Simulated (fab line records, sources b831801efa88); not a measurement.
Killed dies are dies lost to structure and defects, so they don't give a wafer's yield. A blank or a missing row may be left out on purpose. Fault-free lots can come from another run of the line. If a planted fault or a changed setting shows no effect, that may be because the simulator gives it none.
A single fault, viewed from 2 desks | flow sky130 | each desk holds nothing but its own numbers, with what lay behind them at the end

METROLOGY DESK
Means of the sampled wafers that have a number, per lot and without regard to the tool the lot ran on: this is what the gauges read. If a lot's mean is further than 4 standard deviations from the usual mean, the lot is out of limits and carries the mark OUT (the distance appears in the brackets).
Columns: A = LDD_N_TW at SKY_LDD_N_TW_MEAS_17, usual 2610; B = LI_CONTACT_OVL at SKY_LI_CONTACT_OVL_MEAS_13, usual 2 nm
lot  | first seen here | A              | B
L119 | day 19 03:27    | 2590           | 6
L120 | day 19 15:53    | 2582           | -4
L121 | day 19 19:58    | 2616           | 9
L122 | day 20 04:18    | 2622           | 0
L123 | day 20 10:43    | 2619           | 2
L124 | day 21 02:43    | 2605           | -6
L126 | day 21 15:13    | 2598           | 2
L128 | day 22 04:50    | 2602           | -6
L129 | day 22 20:21    | 2624           | 0
L130 | day 23 11:25    | 2613           | 5
L133 | day 24 00:55    | 2611           | 3
L137 | day 25 15:28    | 2892 (+18) OUT | 4
L139 | day 26 03:18    | 2862 (+16) OUT | 0
L140 | day 26 05:23    | 2615           | -3
This desk's finding: out of limits on L137, L139; first on L137, day 25 15:28 (LDD_N_TW at SKY_LDD_N_TW_MEAS_17). Within limits: L119, L120, L121, L122, L123, L124, L126, L128, L129, L130, L133, L140.

FOR THE TOOL OWNER'S DESK: implanter-03
For each lot that ran on this tool, the mean over its sampled wafers that have a number, from the tool's own readings at SKY_LDD_N_IMPLANT_11. If a lot's mean is further than 4 standard deviations from the usual mean, the lot is out of limits and carries the mark OUT (the distance appears in the brackets).
Columns: A = beam-on-s at SKY_LDD_N_IMPLANT_11, usual 9.98 s; B = dose-ions-cm2 at SKY_LDD_N_IMPLANT_11, usual 7.499e+13; C = faraday-current-uA at SKY_LDD_N_IMPLANT_11, usual 423
lot  | first seen here | A                       | B                           | C
L121 | day 19 19:09    | 9.93                    | 7.504e+13                   | 425
L122 | day 20 03:27    | 9.83                    | 7.501e+13                   | 430
L124 | day 21 01:52    | 10.16                   | 7.500e+13                   | 416
L128 | day 22 03:59    | 9.97                    | 7.500e+13                   | 424
L129 | day 22 19:32    | 10.11                   | 7.500e+13                   | 419
L133 | day 24 00:04    | 9.91                    | 7.514e+13                   | 427
L137 | day 25 14:37    | 39.27 (+99 or more) OUT | 3.434e+14 (+99 or more) OUT | 493 (+8.6) OUT
L139 | day 26 02:27    | 38.73 (+99 or more) OUT | 3.434e+14 (+99 or more) OUT | 501 (+9.6) OUT
Finding of this desk: L137, L139 out of limits; the first was L137 at day 25 14:37, on beam-on-s at SKY_LDD_N_IMPLANT_11. Within limits: L121, L122, L124, L128, L129, L133.

BROUGHT TOGETHER
An alarm could have come from the tool owner's desk at day 25 14:37, on L137, L139.
On L137, L139, the metrology desk was in a position to raise an alarm at day 25 15:28.
Of the lots named, all ran SKY_LDD_N_IMPLANT_11 on implanter-03.

WHAT HAD BEEN PUT IN BY THE SIMULATOR
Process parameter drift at SKY_LDD_N_IMPLANT_11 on implanter-03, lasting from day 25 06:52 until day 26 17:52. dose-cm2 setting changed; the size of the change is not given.
Struck lots among those shown: L137, L139.
Hours from the fault's start to each desk's first reading out of limits: the tool owner's desk, 8; the metrology desk, 9.
